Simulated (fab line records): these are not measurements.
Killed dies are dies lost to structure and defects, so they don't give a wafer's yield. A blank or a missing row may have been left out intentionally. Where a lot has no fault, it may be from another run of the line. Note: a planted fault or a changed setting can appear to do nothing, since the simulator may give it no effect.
Matching of chambers :: flow gf180mcu :: GF_SAB_CVD_00 on pecvd-02: 3 sister chambers
The step deposits SiO2 from TEOS, target thk 50 nm, time 4.9302 s. 6 wafers are shown with their chamber, then 7 later ones without.

WAFERS, EACH WITH ITS CHAMBER
wafer: L990.6
chamber: 2
heater_power_w (W): 572

wafer: L994.1
chamber: 1
heater_power_w (W): 595

wafer: L994.2
chamber: 0
heater_power_w (W): 788

wafer: L994.4
chamber: 0
heater_power_w (W): 809

wafer: L995.1
chamber: 1
heater_power_w (W): 619

wafer: L995.3
chamber: 2
heater_power_w (W): 495

WAFERS WITH NO CHAMBER GIVEN
wafer: L995.6
heater_power_w (W): 721

wafer: L996.3
heater_power_w (W): 558

wafer: L996.4
heater_power_w (W): 816

wafer: L996.6
heater_power_w (W): 580

wafer: L998.2
heater_power_w (W): 629

wafer: L998.3
heater_power_w (W): 554

wafer: L998.4
heater_power_w (W): 564

THE CHAMBER EACH PASSED THROUGH
wafer: L995.6
from the rows above: can't be placed: 0 or 1
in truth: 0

wafer: L996.3
from the rows above: can't be placed: 2 or 1
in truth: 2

wafer: L996.4
from the rows above: 0
in truth: 0

wafer: L996.6
from the rows above: can't be placed: 1 or 2
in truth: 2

wafer: L998.2
from the rows above: 1
in truth: 1

wafer: L998.3
from the rows above: can't be placed: 2 or 1
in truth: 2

wafer: L998.4
from the rows above: can't be placed: 2 or 1
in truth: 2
Correct placement for 2 of the 7. From these rows, 5 cannot be placed; in 5 the true chamber is one of the candidates. Number placed wrongly: 0.
How it was worked out, from the rows above alone: a wafer's distance from a chamber is the root of the sum, over the readings, of the square of ((its reading less the chamber's mean) divided by the reading's scatter). The wafer belongs to the nearest chamber; if the next one is less than 2 further off, it can't be placed. The mean given for a chamber averages the wafers shown for that chamber. The scatter is the square root of a quotient: the sum, over the shown wafers, of each reading's squared deviation from its chamber's mean, divided by wafers minus chambers.
